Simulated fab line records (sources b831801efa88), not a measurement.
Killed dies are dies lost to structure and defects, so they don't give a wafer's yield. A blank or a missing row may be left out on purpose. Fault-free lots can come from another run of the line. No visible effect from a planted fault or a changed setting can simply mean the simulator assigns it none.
2 desks looking at one fault -- flow sky130 -- each desk has only its own numbers; what lay behind them comes last

== DESK OF THE TOOL OWNER: pvdSputter-01 ==
The tool's own readings at SKY_CAP2M_SPUTTER_02 (material TiN, target thk 200 nm, time 166.7 s): means of the sampled wafers that have a number, for each lot that ran on this tool. Any lot whose mean is over 4 standard deviations away from the usual mean is out of limits and marked OUT; that distance is given in the brackets.
Columns: A = chamberPressurePa at SKY_CAP2M_SPUTTER_02, usual 0.4000 Pa; B = susceptorTempC at SKY_CAP2M_SPUTTER_02, usual 300.00 C; C = throttleValvePct at SKY_CAP2M_SPUTTER_02, usual 29.5 %
lot,first seen here,A,B,C
L681,day 39 13:22,0.4011,300.06,29.6
L686,day 41 07:21,0.3996,300.20,28.8
L688,day 42 02:32,0.4058 (+7.1) OUT,299.98,29.4
L693,day 43 05:01,0.4060 (+7.3) OUT,300.42,29.2
L703,day 46 14:39,0.3991,300.10,28.1
L702,day 46 19:41,0.4005,299.78,28.3
This desk finds L688, L693 out of limits, L688 being first, at day 42 02:32 (chamberPressurePa at SKY_CAP2M_SPUTTER_02). L681, L686, L703, L702: within limits.

== FROM THE METROLOGY DESK ==
Means of the sampled wafers that have a number, per lot and without regard to the tool the lot ran on: this is what the gauges read. Any lot whose mean is over 4 standard deviations away from the usual mean is out of limits and marked OUT; that distance is given in the brackets.
Columns: A = VIA3_W_RS at SKY_VIA3_RS_MEAS_22, usual 0.296 ohm/sq; B = CAP2M_OVL at SKY_CAP2M_OVL_MEAS_12, usual -0.1 nm
lot,first seen here,A,B
L681,day 39 12:38,0.292,-0.3
L682,day 40 03:03,0.297,-1.8
L683,day 40 07:34,0.296,0.1
L686,day 41 06:38,0.298,1.4
L688,day 42 01:50,0.298,-0.2
L691,day 42 18:40,0.297,2.2
L693,day 43 04:17,0.295,0.7
L697,day 44 09:53,0.300,2.9
L698,day 44 22:28,0.292,-3.3
L700,day 45 01:17,0.297,1.2
L703,day 46 13:56,0.293,-0.9
L702,day 46 18:58,0.295,-0.2
This desk found nothing out of limits on any of the 12 lots.

== BROUGHT TOGETHER ==
An alarm could have come from the tool owner's desk at day 42 02:32, on L688, L693.
Metrology desk: nothing out of limits seen.
The metrology desk holds a record of L688, L693, inside its limits.
All the named lots went through SKY_CAP2M_SPUTTER_02 on pvdSputter-01.

== WHAT THE SIMULATOR HAD INSERTED ==
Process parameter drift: pvdSputter-01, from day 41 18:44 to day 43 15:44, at SKY_CAP2M_SPUTTER_02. From 0.4, the setting chamberPressurePa moved by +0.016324. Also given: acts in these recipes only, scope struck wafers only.
Shown lots that were struck: L688, L693.
Each desk's first reading out of limits, in hours after the fault started: the tool owner's desk, 8.
